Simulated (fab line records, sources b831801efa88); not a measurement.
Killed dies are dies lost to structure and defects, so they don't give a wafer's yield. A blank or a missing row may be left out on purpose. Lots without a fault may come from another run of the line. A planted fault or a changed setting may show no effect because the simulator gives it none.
One fault seen from 2 desks | flow gf180mcu | each desk has only its own numbers; what lay behind them comes last

THE TOOL OWNER'S DESK: litho_track-02
The tool's own readings at GF_MVSD_COAT_02 (resist thk 3000 nm): means of the sampled wafers that have a number, for each lot that ran on this tool. A lot is out of limits, marked OUT, if its mean lies more than 4 standard deviations from the usual mean; the brackets give that distance.
Columns: A = chill_plate_temp_C at GF_MVSD_COAT_02, usual 22.98 C
lot  | first seen here | A
L268 | day 4 14:19     | 23.02
L270 | day 5 08:17     | 22.93
L277 | day 6 18:41     | 22.98
L281 | day 7 17:02     | 22.94
L284 | day 8 11:35     | 22.95
This desk's finding: nothing out of limits on any of the 5 lots.

THE METROLOGY DESK
What the gauges read, lot by lot, whatever tool the lot ran on: means of the sampled wafers that have a number. A lot is out of limits, marked OUT, if its mean lies more than 4 standard deviations from the usual mean; the brackets give that distance.
Columns: A = STI_OXIDATION_01_THK at GF_STI_THK_MEAS_22, usual 14.91 nm; B = VT_IMPLANT_03_OVL at GF_VT_IMPLANT_OVL_MEAS_40, usual -0.9 nm
lot  | first seen here | A     | B
L266 | day 2 04:05     | 14.58 | -2.4
L267 | day 2 09:03     | 14.72 | -1.3
L268 | day 2 14:33     | 14.60 | -0.8
L269 | day 2 19:48     | 15.00 | 0.8
L270 | day 3 02:43     | 14.95 | -1.5
L271 | day 3 09:31     | 15.20 | 1.5
L272 | day 3 12:02     | 14.57 | -0.9
L273 | day 3 17:32     | 14.69 | -0.7
L275 | day 4 04:19     | 15.26 | -0.5
L277 | day 4 12:29     | 15.30 | -1.5
L281 | day 5 09:08     | 14.85 | 0.9
L284 | day 6 01:37     | 15.34 | -1.1
L289 | day 7 07:56     | 14.88 | 0.3
This desk's finding: nothing out of limits on any of the 13 lots.

PUT TOGETHER
The tool owner's desk saw nothing out of limits.
The metrology desk saw nothing out of limits.

WHAT THE SIMULATOR HAD PUT IN
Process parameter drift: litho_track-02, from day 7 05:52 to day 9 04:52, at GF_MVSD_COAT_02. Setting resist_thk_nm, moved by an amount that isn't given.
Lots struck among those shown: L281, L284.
